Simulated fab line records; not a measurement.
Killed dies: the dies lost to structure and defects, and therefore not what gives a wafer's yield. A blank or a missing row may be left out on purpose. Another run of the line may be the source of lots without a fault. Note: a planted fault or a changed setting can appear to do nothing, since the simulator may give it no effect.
Comparing a struck lot with a sound one || flow gf180mcu || 14 out of 602 route steps
Sound: the wafers L704.2, L704.3, L704.4. Struck: wafer L700.5 (L700.2, L700.4, from the same lot, were not struck and are left out); the cause is given at the end.
Each step with rows lists, per side, the tool, then ch with its chambers, then its first start. Under that, the readings that differ: sound wafers || struck wafers || difference of the means || sigmas: that difference in standard deviations of wafers without a fault.
alike: words and numbers the same on both sides, and readings whose means are apart by under 2 such deviations; not compared: readings that were withheld, readings missing a value for some wafer, numbers with overlapping values and no deviation given by the record, and bounds like >300 which may hide the same value.
The two part at a step that has a row with sigmas, a row that says differs or no value, or rows on one side only. Numbers that have no deviation but don't overlap get no sigmas and don't part them. A reading that every wafer of one side lacks parts them only if that side has two wafers or more.

GF_V4_CD_MEAS_14 targets a cd of 260 nm.
  sound: cd_sem-02 at day 31 05:01; struck: cd_sem-02 at day 30 11:53
{"reading": "cd_nm (nm)", "sound": "262.5 263.5 263.9", "struck": 260.4, "difference": -2.9, "sigmas": -2}
GF_V4_OVL_MEAS_15:
  sound: overlay-01 at day 31 05:08; struck: overlay-02 at day 30 11:59
  alike: V4_OVL
GF_V4_ETCH_16: etches BARC in N2/H2.
  sound on rie_diel-04 ch 0,1,2, day 31 05:10; struck on rie_diel-03 ch 2, day 30 12:01
  alike: drypump_motor_current_A, oes_product_au, throttle_valve_pct
GF_V4_ETCH_17: etches SiO2 in C4F8/O2/Ar, stops on TiN, target depth 630 nm.
  sound: rie_diel-04 ch 0,1,2; struck: rie_diel-03 ch 2
  alike: oes_product_au
then, 3 steps without rows for these wafers: GF_V4_STRIP_18 (strips in O2/N2); GF_V4_STRIP_19 (strips in post etch residue remover, time 1200 s); GF_V4_CLEAN_20 (cleans in DIW).
GF_V4_SPUTTER_21: material Ti, target thk 15 nm, time 80.02 s.
  sound: pvd_sputter-04 at day 31 05:49; struck: pvd_sputter-02 at day 30 12:43
  alike: cathode_dc_power_W, throttle_valve_pct
GF_V4_SPUTTER_22: material TiN, target thk 10 nm, time 40 s.
  sound: pvd_sputter-04 at day 31 05:53; struck: pvd_sputter-02 at day 30 12:46
{"reading": "cathode_dc_power_W (W)", "sound": "3999.7 3999.0 3999.8", "struck": 4001.4, "difference": "+1.9", "sigmas": "+3"}
  alike: throttle_valve_pct
then, 1 step without rows for these wafers: GF_V4_CVD_23 (deposits W, target thk 350 nm, time 104.9 s).
GF_V4_RS_MEAS_24: measures by four-point-probe.
  sound: film_metro-02 at day 31 06:04; struck: film_metro-02 at day 30 12:57
  alike: V4_W_RS
GF_V4_THK_MEAS_25: measures by xrf.
  sound: film_metro-02 at day 31 06:10; struck: film_metro-02 at day 30 13:04
  alike: V4_W_THK
GF_V4_CMP_26: polishes, stops on SiO2, t overpolish 15 s, target thk 0 nm.
  sound on cmp-02 ch 0,1,2, day 31 06:16; struck on cmp-01 ch 2, day 30 13:13
{"reading": "overpolish_run_s (s)", "sound": "15.008 15.004 14.993", "struck": 0.036, "difference": -14.966, "sigmas": "-99 or more"}
{"reading": "time_to_endpoint_s (s)", "sound": "86 84 86", "struck": 129, "difference": "+44", "sigmas": "+13"}
  alike: motor_current_A
GF_MIM_SPUTTER_00: material Ti, target thk 37.5 nm, time 150 s.
  sound wafers here have rows in the record (pvd_sputter-01, day 31 06:31); struck ones have none

WHERE THEY PART
Last at GF_MIM_SPUTTER_00 as far as this record goes, first at GF_V4_CD_MEAS_14.

WHY: the cause the simulator had injected
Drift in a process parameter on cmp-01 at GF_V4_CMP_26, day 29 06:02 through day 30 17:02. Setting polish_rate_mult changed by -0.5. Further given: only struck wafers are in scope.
